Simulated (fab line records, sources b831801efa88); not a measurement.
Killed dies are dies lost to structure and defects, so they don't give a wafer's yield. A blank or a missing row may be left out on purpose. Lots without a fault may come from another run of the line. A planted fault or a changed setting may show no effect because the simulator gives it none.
fab line records | flow sky130
record lots=6 wafers=17 last_day=50
route steps=708 shown FIELD_ISO@30 NWELL@32 DNWELL@35 PWDE@45 PAD_OPEN@708
lots that met no fault: from a run of the same line without faults
start_h: hours from the record's first day to the start of the lot's first wafer shown | wait_h: hours since the lot's step before | " the same as in the row above | L1.1+2: a row that stands for several wafers | - no value, or no start given | * or withheld: withheld | < > ~ a bound
route shown NAME@n: a module of which the file shows steps, and the number in the route of the first | usual: mean/standard deviation of fault-free wafers | same: alike in all rows | chamber/n: place in a boat | sites: the reading at each site | _std_site: their standard deviation | _edge_site: outer sites' mean less inner sites' | radius_mm: how far each site lies from the wafer's centre | mask NAME#n: copy n | behind: the tool/chamber that last shaped the wafer | hold: why the lot was held/for how many hours/how that ended | device: the transistor (n, p or np) that didn't switch | end of line: the same wafers' tests at the end of the route | a step without rows: its recipe alone | killed: dies lost to structure and defects at the first sort, not the wafer's yield | map: a wafer's dies, x killed, . not, _ none there
set.NAME: the setting as run; set.NAME@STEP: as run at that earlier step | model.NAME: the simulator's own value behind a step, which no gauge read
lots at some steps of the route; a table a step, a row a wafer
services: from which hour (start_h, from the record's first day; less than 0 if before it) a tool's chamber was out of use, for how many hours, and why
## steps
# step SKY_FIELD_ISO_WET_ETCH_29
# recipe chemistry=H3PO4 target_depth_nm=160 target=Si3N4 temp_c=160 time_s=1825
# step SKY_FIELD_ISO_WET_ETCH_30
# recipe chemistry=dHF target_depth_nm=25 target=SiO2 dilution=10:1 temp_c=25 time_s=50
# step SKY_NWELL_CLEAN_00
# recipe chemistry=SC1/SC2 mix=1:4:20 temp_c=70 time_s=150 dry=n2_spin
# step SKY_NWELL_OXIDATION_01
# recipe temp_c=900 ambient=O2 stabilise_s=600 purge_s=300 target_thk_a=100 ox_time_s=1418
# step SKY_NWELL_THK_MEAS_02
# recipe reads=SiO2_of_NWELL_OXIDATION_01
# usual NWELL_OXIDATION_THK=10.01/0.18
# columns lot.wafer tool chamber start_h wait_h NWELL_OXIDATION_THK[nm]
L859.1 film_metro-04 - 36.68 0.0 9.67
L859.4 " - " " 9.96
L859.5 " - " " 9.73
L863.2 film_metro-03 - 58.76 0.0 9.98
L863.3 " - " " 10.30
L863.5 " - " " 10.23
L871.3 film_metro-03 - 103.47 0.0 10.11
L871.5 " - " " 10.19
L874.1 film_metro-03 - 122.34 0.0 10.14
L874.2 " - " " 10.16
L874.4 " - " " 10.21
L877.1 film_metro-02 - 135.42 0.0 10.38
L877.2 " - " " 10.19
L877.6 " - " " 10.28
L880.1 film_metro-03 - 148.76 0.0 10.01
L880.4 " - " " 9.88
L880.5 " - " " 9.98
# step SKY_DNWELL_DEHYDRATE_00
# recipe temp_c=200 time_s=60
# step SKY_DNWELL_HMDS_01
# recipe prime_time_s=60 prime_temp_c=120
# step SKY_DNWELL_COAT_02
# recipe spin_rpm=2000 resist_thk_nm=3000
# step SKY_DNWELL_SOFTBAKE_03
# recipe temp_c=110 time_s=withheld
# step SKY_DNWELL_EXPOSE_04
# recipe mask_id=DNM na=0.57 target_cd_nm=3000 dose_mj=222
# step SKY_DNWELL_PEB_05
# recipe temp_c=115 time_s=withheld
# step SKY_DNWELL_DEVELOP_06
# recipe wall_angle_deg=90 developer=TMAH develop_time_s=60 dev_temp_c=23
# step SKY_DNWELL_IMPLANT_07
# recipe species=P energy_kev=withheld dose_cm2=withheld tilt_deg=withheld
# columns lot.wafer tool chamber start_h wait_h
L859.1+4+5 implanter-02 0 51.10 -
L863.2+3+5 implanter-03 0 73.77 -
L871.3+5 implanter-03 0 121.51 -
L874.1+2+4 implanter-03 0 140.99 -
L877.1+2+6 implanter-02 0 154.51 -
L880.1+4+5 implanter-04 0 167.91 -
# step SKY_DNWELL_STRIP_08
# recipe chemistry=O2/N2 power_w=1400 pressure_mtorr=1500 platen_temp_c=withheld o2_flow_sccm=3000 n2_flow_sccm=300 overash_fraction=0.5
# usual chamber_pressure_mTorr=1499.9/1.3 drypump_motor_current_A=5.84/0.28 oes_product_au=0.723/0.0048 strip_time_to_endpoint_s=36.90/0.093
# columns lot.wafer tool chamber start_h wait_h chamber_pressure_mTorr drypump_motor_current_A oes_product_au rf_hours_counter_h strip_time_to_endpoint_s
L859.1 plasma_asher-01 1 51.25 0.1 1499.4 5.89 0.729 24 36.90
L859.4 " 0 " " 1499.5 5.73 0.720 - 36.85
L859.5 " 0 " " 1500.9 5.72 0.716 - 37.04
L863.2 plasma_asher-03 1 73.89 0.1 1500.3 5.64 0.721 40 36.76
L863.3 " 1 " " 1501.7 5.63 0.712 - 36.77
L863.5 " 0 " " 1501.9 6.03 0.723 - 36.74
L871.3 plasma_asher-04 0 121.64 0.1 1500.3 6.58 0.721 - 36.92
L871.5 " 1 " " 1500.2 5.42 0.714 - 36.93
L874.1 plasma_asher-01 0 141.14 0.1 1501.5 5.73 0.725 34 36.95
L874.2 " 1 " " 1500.1 5.87 0.726 34 36.86
L874.4 " 1 " " 1501.0 5.87 0.724 - 36.89
L877.1 plasma_asher-04 1 154.66 0.1 1498.8 5.45 0.720 3 36.79
L877.2 " 0 " " 1501.0 6.60 0.722 3 36.64
L877.6 " 0 " " 1501.7 6.60 0.720 - 36.77
L880.1 plasma_asher-01 1 168.06 0.1 1497.4 5.90 0.729 36 36.81
L880.4 " 1 " " 1499.9 5.90 0.727 - 36.84
L880.5 " 1 " " 1500.2 5.93 0.721 - 36.74
# step SKY_DNWELL_TW_MEAS_09
# usual DNWELL_TW=1119/11
# columns lot.wafer tool chamber start_h wait_h DNWELL_TW
L859.1 film_metro-04 - 51.35 0.1 1128
L859.4 " - " " 1131
L859.5 " - " " 1129
L863.2 film_metro-03 - 74.00 0.1 1122
L863.3 " - " " 1123
L863.5 " - " " 1120
L871.3 film_metro-03 - 121.73 0.1 1179
L871.5 " - " " 1116
L874.1 film_metro-03 - 141.24 0.1 1124
L874.2 " - " " 1183
L874.4 " - " " 1125
L877.1 film_metro-02 - 154.76 0.1 1115
L877.2 " - " " 1110
L877.6 " - " " 1107
L880.1 film_metro-04 - 168.16 0.1 1124
L880.4 " - " " 1121
L880.5 " - " " 1121
# step SKY_PWDE_DEHYDRATE_00
# recipe temp_c=200 time_s=60
# step SKY_PAD_OPEN_PROBE_99
# usual killed_at_M0_to_M3=44/7.7 killed_at_M4_up=3.0/1.9 killed_at_contacts=25/5.6 killed_at_front_end=15/4.6 killed_at_other=0.3/0.47 killed_dies=86/9.9 killed_open=47/7.4 killed_short=39/5.9
# same gross_dies=492 killed_at_back_side=0
# columns lot.wafer tool chamber start_h wait_h killed_at_M0_to_M3 killed_at_M4_up killed_at_contacts killed_at_front_end killed_at_other killed_dies killed_open killed_short
L871.5 prober-01 - 1153.76 0.2 37 2 26 17 0 82 43 39
L877.1 prober-02 - 1179.72 0.1 37 2 31 20 0 90 51 39
L877.2 prober-02 - 1179.77 0.1 45 2 19 8 0 74 36 38
L880.1 prober-01 - 1195.12 0.1 45 1 26 14 0 86 48 38
L880.4 prober-01 - 1195.27 0.2 46 3 21 27 1 98 51 47
L880.5 prober-01 - 1195.32 0.2 42 1 21 19 0 83 45 38
# killed by level:class
L871.5 VIA1:geometric_particle:open=10 CONTACT:geometric_particle:open=9 LI_CONTACT:geometric_particle:open=6 METAL2:geometric_particle:short=5 LI_CONTACT:geometric_particle:short=4 VIA1:geometric_particle:short=4 CONTACT:geometric_particle:short=4 METAL1:geometric_particle:short=4
L877.1 CONTACT:geometric_particle:open=12 VIA2:geometric_particle:open=9 LI_CONTACT:geometric_particle:open=8 POLY_GATE:geometric_particle:short=7 METAL2:geometric_particle:short=7 VIA3:geometric_particle:open=6 LI_CONTACT:geometric_particle:short=6 FIELD_ISO:geometric_particle:open=5
L877.2 VIA1:geometric_particle:open=16 VIA1:geometric_particle:short=7 CONTACT:geometric_particle:open=6 VIA2:geometric_particle:open=6 CONTACT:geometric_particle:short=5 VIA2:geometric_particle:short=5 METAL3:geometric_particle:short=4 SONOS_ONO:geometric_particle:short=3
L880.1 VIA1:geometric_particle:open=14 VIA3:geometric_particle:open=9 LI_CONTACT:geometric_particle:open=7 CONTACT:geometric_particle:open=7 CONTACT:geometric_particle:short=6 VIA1:geometric_particle:short=5 LOCAL_INTERCONNECT:geometric_particle:short=4 METAL1:geometric_particle:short=4
L880.4 VIA3:geometric_particle:open=9 FIELD_ISO:geometric_particle:open=8 CONTACT:geometric_particle:open=8 VIA1:geometric_particle:open=8 POLY_GATE:geometric_particle:short=6 METAL1:geometric_particle:short=6 FIELD_ISO:geometric_particle:short=5 LOCAL_INTERCONNECT:geometric_particle:short=5
L880.5 CONTACT:geometric_particle:open=8 METAL1:geometric_particle:short=7 VIA1:geometric_particle:open=6 VIA2:geometric_particle:open=6 LI_CONTACT:geometric_particle:open=5 METAL3:geometric_particle:short=5 FIELD_ISO:geometric_particle:open=4 POLY_GATE:geometric_particle:open=4
## services
# columns tool chamber start_h hours kind
implanter-04 - 31.16 5.7 pm
implanter-04 - 41.53 4.5 repair
implanter-04 - 47.21 6.8 pm
plasma_asher-01 - 63.65 2.8 pm
implanter-03 - 65.29 4.8 pm
plasma_asher-03 - 76.59 3.0 repair
plasma_asher-03 - 81.00 9.2 repair
plasma_asher-03 - 81.67 0.3 repair
implanter-03 - 85.56 5.9 repair
implanter-03 - 103.75 2.3 repair
plasma_asher-04 - 108.75 9.0 pm
plasma_asher-04 0 108.75 9.0 vent_cycle
plasma_asher-04 1 108.75 9.0 vent_cycle
plasma_asher-03 - 110.42 1.1 repair
plasma_asher-04 0 117.75 - clean
plasma_asher-04 1 117.75 - clean
plasma_asher-03 - 122.70 4.0 repair
plasma_asher-03 - 131.09 4.3 pm
plasma_asher-04 - 132.58 1.4 repair
plasma_asher-01 - 156.39 0.7 repair
implanter-04 - 156.60 2.2 repair
plasma_asher-03 - 166.67 1.1 repair
implanter-03 - 167.61 2.5 repair
## key
first_sign step=SKY_DNWELL_TW_MEAS_09 reading=DNWELL_TW direction=up sigmas=5.8 usual=1119 struck=1181
effect none on later readings
met_at SKY_DNWELL_IMPLANT_07
struck_wafers L871.3,L874.2
tester_left_out L871,L874
onset_between 73.77 121.51
fault kind=process_parameter_drift tool=implanter-03 chamber=- onset_h=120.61 steps=SKY_DNWELL_IMPLANT_07 channel=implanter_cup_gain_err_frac offset=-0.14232 shape=step end_h=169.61 scope=struck_wafers_only
# tester_left_out: of these lots the tester's yield and bins aren't shown, on N5 and GAA mostly nor the transistor test; their killed dies are dies lost to structure and defects alone, not to doping, threshold or leakage, so they don't give the yield
